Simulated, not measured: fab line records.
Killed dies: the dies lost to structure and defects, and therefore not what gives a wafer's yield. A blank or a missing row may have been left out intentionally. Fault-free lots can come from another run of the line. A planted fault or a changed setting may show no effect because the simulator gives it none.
Struck lot and sound lot, side by side	flow sfq_line	20 steps out of a route of 325
Sound: the wafers L972.3, L972.4, L972.5. Struck: wafers L971.1, L971.2, L971.4. At the end, the cause is stated.
For every step that has rows: the tool of each side, followed by ch and its chambers, followed by its first start. Under that, the readings that differ: sound wafers	struck wafers	difference of the means	sigmas: that difference in standard deviations of wafers without a fault.
alike: words and numbers the same on both sides, and readings whose means are apart by under 2 such deviations; not compared: readings that were withheld, readings missing a value for some wafer, numbers with overlapping values and no deviation given by the record, and bounds like >300 which may hide the same value.
A row with sigmas, a row that says differs or no value, or rows on one side alone: a step with any of these is where the two part. Numbers that have no deviation but don't overlap get no sigmas and don't part them. A reading missing from all wafers of one side parts the sides only when that side holds two or more wafers.

first, 3 steps without rows for these wafers: SFQ_TRILAYER_I6_VIA_LITHO_EXPOSE_170 (exposes mask I6, target cd 700 nm); SFQ_TRILAYER_I6_VIA_LITHO_PEB_172 (peb time 60 s); SFQ_TRILAYER_I6_VIA_LITHO_DEVELOP_171 (time 60 s).
SFQ_I6_OVL_MEAS_942:
  sound on overlay-02 at day 66 23:32; struck on overlay-02 at day 66 17:32
  alike: I6_OVL
SFQ_TRILAYER_I6_VIA_BARC_OPEN_VIA_ETCH_235: etches BARC in O2, target depth 125 nm, time 41.7 s.
  sound on rie_diel-03 ch 0,1,3, day 66 23:34; struck on rie_diel-02 ch 2,3, day 66 17:34
  alike: drypump_motor_current_A, oes_product_au
  not compared: rf_hours_counter_h
SFQ_TRILAYER_I6_VIA_ETCH_VIA_ETCH_172: etches SiO2 in CHF3, stops on Nb, target depth 260 nm.
  sound on rie_diel-03 ch 0,1,3, day 66 23:36; struck on rie_diel-02 ch 2,3, day 66 17:36
  alike: drypump_motor_current_A, oes_product_au
SFQ_TRILAYER_I6_VIA_STRIP_STRIP_173: strips in O2.
  sound on rie_metal-02 ch 0,1, day 66 23:55; struck on rie_metal-02 ch 0,1, day 66 17:43
  alike: drypump_motor_current_A, oes_product_au
  not compared: rf_hours_counter_h
then, 2 steps without rows for these wafers: SFQ_TRILAYER_I6_VIA_STRIP_SOLV_CLEAN_174 (cleans in NMP, time 600 s); SFQ_TRILAYER_M7_DEP_PRE_CLEAN_176 (time 22.5 s).
SFQ_TRILAYER_M7_DEP_SPUTTER_175: material Nb, target thk 200 nm, time 133.3 s.
  sound on pvd_sputter-03 at day 67 00:31; struck on pvd_sputter-03 at day 66 18:31
  alike: throttle_valve_pct
SFQ_M7_RS_MEAS_943: uses a four-point probe to measure.
  sound on film_metro-03 at day 67 00:39; struck on film_metro-04 at day 66 18:37
  alike: M7_NB_RS
SFQ_TRILAYER_M7_LITHO_COAT_182: resist thk 62 nm.
  sound on litho_track-02 ch 0, day 67 00:53; struck on litho_track-04 ch 0, day 66 18:47
reading	sound	struck	difference	sigmas
spin_speed_rpm (rpm)	3001.7 3001.5 2998.3	2930.8 2929.7 2926.8	-71.4	-40
model.BARC_of_TRILAYER_M7_LITHO_COAT_182.thk_nm (nm)	62.4 62.25 62.02	62.46 62.47 62.67	+0.31	
then, 5 steps without rows for these wafers: SFQ_TRILAYER_M7_LITHO_COAT_177 (resist thk 600 nm); SFQ_TRILAYER_M7_LITHO_SOFTBAKE_181; SFQ_TRILAYER_M7_LITHO_EXPOSE_178 (exposes mask M7, target cd 500 nm); SFQ_TRILAYER_M7_LITHO_PEB_180 (peb time 60 s); SFQ_TRILAYER_M7_LITHO_DEVELOP_179 (time 60 s).
SFQ_M7_OVL_MEAS_945:
  sound on overlay-02 at day 68 07:12; struck on overlay-02 at day 68 01:11
  alike: M7_OVL
SFQ_TRILAYER_M7_BARC_OPEN_METAL_ETCH_229: etches BARC in O2, target depth 125 nm, time 41.7 s.
  sound on rie_metal-03 ch 0,1, day 68 07:15; struck on rie_metal-02 ch 0,1, day 68 01:14
reading	sound	struck	difference	sigmas
model.etch.depth_nm (nm)	62.4 62.25 62.02	62.46 62.47 62.67	+0.31	
  alike: drypump_motor_current_A, oes_product_au
  not compared: rf_hours_counter_h
SFQ_TRILAYER_M7_ETCH_METAL_ETCH_180: etches Nb in Cl2/Ar, stops on SiO2, target depth 240 nm, time 120 s.
  sound on rie_metal-03 ch 0,1, day 68 07:20; struck on rie_metal-02 ch 0,1, day 68 01:17
  alike: drypump_motor_current_A, oes_product_au
  not compared: rf_hours_counter_h

WHERE THEY PART
Within this record, at SFQ_TRILAYER_M7_LITHO_COAT_182 only. Later steps at which nothing parts them and some readings are alike: SFQ_M7_OVL_MEAS_945, SFQ_TRILAYER_M7_BARC_OPEN_METAL_ETCH_229, SFQ_TRILAYER_M7_ETCH_METAL_ETCH_180.

WHY: what the simulator had put in
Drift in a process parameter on litho_track-04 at SFQ_TRILAYER_M7_LITHO_COAT_182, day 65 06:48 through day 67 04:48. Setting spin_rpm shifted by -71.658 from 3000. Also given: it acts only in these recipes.
